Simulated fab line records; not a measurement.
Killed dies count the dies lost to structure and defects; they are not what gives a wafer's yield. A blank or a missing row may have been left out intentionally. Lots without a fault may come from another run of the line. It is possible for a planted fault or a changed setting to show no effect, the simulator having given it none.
Matching of chambers ; flow gf180mcu ; GF_V2_CVD_02 on pecvd-01: 3 sister chambers
The step deposits SiO2 from TEOS, target thk 850 nm, time 94.851 s. 14 wafers are shown with their chamber, then 7 later ones without.

EACH WAFER AND ITS CHAMBER
wafer;chamber;heater power w (W);susceptor temp C (C)
L080.1;0;686;400.14
L080.2;1;737;399.87
L080.3;2;506;400.14
L083.3;1;757;399.86
L083.5;0;736;400.10
L083.6;1;631;399.82
L084.4;1;699;399.67
L084.5;2;523;399.96
L084.6;0;681;399.97
L086.1;1;729;399.68
L086.4;0;676;400.14
L086.5;2;583;400.09
L087.2;1;786;400.08
L087.3;2;567;399.64

SIGNATURES, as means of the wafers listed above
reading;chamber 0;chamber 1;chamber 2;scatter within a chamber
heater power w;694.75;723.17;544.75;43.3
susceptor temp C;400.0875;399.8300;399.9575;0.161
Rule: for each reading, subtract the chamber's mean from the wafer's reading, divide by that reading's scatter and square the result; add these up over the readings and take the root, which gives the wafer's distance from the chamber. If the next closest chamber is less than 2 further off than the closest, the wafer can't be placed; otherwise it belongs to the closest. The scatter is the square root of a quotient: the sum, over the shown wafers, of each reading's squared deviation from its chamber's mean, divided by wafers minus chambers.

WAFERS WITHOUT THEIR CHAMBER
wafer;heater power w (W);susceptor temp C (C)
L087.6;580;399.74
L090.1;611;399.41
L090.2;578;400.03
L090.5;452;399.90
L091.4;579;399.70
L091.5;552;399.84
L091.6;620;400.20

CHAMBER TAKEN BY EACH
wafer;from the rows above;in truth
L087.6;can't be placed: 2 or 1 or 0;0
L090.1;can't be placed: 1 or 2 or 0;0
L090.2;can't be placed: 2 or 0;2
L090.5;2;2
L091.4;can't be placed: 2 or 1 or 0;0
L091.5;2;2
L091.6;can't be placed: 0 or 2 or 1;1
Correctly placed: 2 of 7. Cannot be placed on the basis of these rows: 5; the candidates contain the true chamber in 5. Placed wrongly: 0.
